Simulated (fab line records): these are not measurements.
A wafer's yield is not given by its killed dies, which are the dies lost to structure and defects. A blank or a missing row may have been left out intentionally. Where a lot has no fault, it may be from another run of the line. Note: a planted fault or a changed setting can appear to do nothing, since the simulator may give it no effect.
Problem report, 8D (eight disciplines) form, completed by code :: flow sky130 :: the parts of the form that need people (team, actions taken, sign-off) are left out

== 1. THE ISSUE ==
Mean of killed at front end at SKY_PAD_OPEN_PROBE_99: 64 across 3 wafers in 2 lots; on wafers with no fault it is 15 (standard deviation 4.5). That puts it +11 standard deviations away from the usual mean.
First seen on wafer L168.6, day 47 13:55, on prober-02. The record has a number at this step for 9 wafers belonging to 3 lots. By rule, "out" or "out of limits" means more than 4 standard deviations away from the usual mean. All remaining wafers that have a number are taken as sound.

== 2. WHAT THIS IS AND IS NOT ==
question: which readings at this step
is: killed at front end
is not: killed_at_M0_to_M3, killed_at_M4_up, killed at contacts, killed at other, killed open, killed short

question: which lots
is: L168, L170
is not: L182

question: which wafers of those lots
is: L168.6, L170.3, L170.5
is not: L168.3, L168.5, L170.4

question: read on which tools
is: prober-02
is not: -

question: when
is: from day 47 13:55
is not: up to then (2 sound wafers); but 4 sound wafers of L170, L182 came after

== 3. SUSPECTS, AND WHAT RULES EACH OUT ==
Counting: a tool at a process step up to the reading stays a suspect if it ran every lot that is out. Sound lots after the first of them don't rule it out here, since some wafers of a struck lot are sound.
- plasma asher-02 at SKY_NWELL_STRIP_14 (strips in O2/N2): kept. It ran every lot that is out, first L168 (day 6 02:01).
- prober-02 at SKY_PAD_OPEN_PROBE_99: kept. It ran every lot that is out, first L168 (day 47 13:46). On those wafers its own readings are out: killed at front end.
- Within plasma asher-02 at SKY_NWELL_STRIP_14: the wafers that are out ran in chamber 0; their sound lot-mates ran in chamber 1.
What counting leaves: plasma asher-02 at SKY_NWELL_STRIP_14 and prober-02 at SKY_PAD_OPEN_PROBE_99.

== 4. THE CAUSE (what the simulator had put in) ==
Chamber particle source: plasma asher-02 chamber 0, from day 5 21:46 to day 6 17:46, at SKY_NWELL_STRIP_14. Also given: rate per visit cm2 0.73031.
This tool is one of the 2 suspects left after counting.

== 5. THE EFFECT CHAIN, in route order ==
Each row: a reading whose mean over the struck wafers that have a number lies more than 3 standard deviations from the usual. Only readings whose record carries a usual standard deviation are examined. hours: median over the lots of the time between each lot's start at the first step of this table that gives one and its start at this step. sigmas: the change, counted in usual standard deviations.
hours: 0
step: SKY_PAD_OPEN_PROBE_99
reading: killed at front end
usual: 15
on struck wafers: 64
change: +49
sigmas: +11

hours: 0
step: SKY_PAD_OPEN_PROBE_99
reading: killed dies
usual: 85
on struck wafers: 129
change: +44
sigmas: +4.7
It contains these process steps:
- SKY_PAD_OPEN_PROBE_99

== 6. HOW IT WOULD HAVE BEEN CAUGHT EARLIER ==
In this record no reading fell out of limits until day 47 13:55, 1000 hours after the fault had begun at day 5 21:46.
Of the tool readings at SKY_NWELL_STRIP_14 for which the record gives a usual standard deviation, none was out on any struck wafer, so an alarm limit of 4 standard deviations on them would not have fired.
The start of SKY_NWELL_STRIP_14 on plasma asher-02 came by day 47 13:55 for every one of the lots that are out (2). Tool hold at that time: it would have spared none of them.
